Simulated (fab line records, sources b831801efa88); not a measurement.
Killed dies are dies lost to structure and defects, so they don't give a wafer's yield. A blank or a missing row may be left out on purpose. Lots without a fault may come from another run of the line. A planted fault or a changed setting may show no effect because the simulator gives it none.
Chamber matching | flow sky130 | SKY_LI_CONTACT_CMP_24 on cmp-02: 4 sister chambers
The step polishes, stops on PSG, t overpolish 20 s, target thk 0 nm. 4 wafers are shown with their chamber, then 7 later ones without.

WAFERS WITH THEIR CHAMBER
wafer  | chamber | motor_current_A (A)
L177.2 | 0       | 10.3
L177.4 | 1       | 11.2
L180.3 | 3       | 11.5
L180.4 | 2       | 12.7

WAFERS WITHOUT THEIR CHAMBER
wafer  | motor_current_A (A)
L180.6 | 11.7
L186.1 | 11.2
L186.2 | 10.7
L186.4 | 12.8
L187.1 | 12.4
L187.2 | 10.2
L187.4 | 11.5

WHICH CHAMBER EACH WENT THROUGH
wafer  | from the rows above          | in truth
L180.6 | can't be placed: 3 or 1      | 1
L186.1 | can't be placed: 1 or 3      | 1
L186.2 | can't be placed: 0 or 1 or 3 | 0
L186.4 | 2                            | 2
L187.1 | 2                            | 2
L187.2 | 0                            | 0
L187.4 | can't be placed: 3 or 1      | 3
Placed correctly: 3 of 7. Can't be placed from these rows: 4 (the true chamber is among the candidates in 4). Placed wrongly: 0.
How it was worked out, from the rows above alone: a wafer's distance from a chamber is the root of the sum, over the readings, of the square of ((its reading less the chamber's mean) divided by the reading's scatter). The wafer belongs to the nearest chamber; if the next one is less than 2 further off, it can't be placed. A chamber's mean is the mean of its shown wafers. The scatter: with one shown wafer a chamber, the root of the mean of the squares of how far each hidden wafer lies from its nearest shown one.
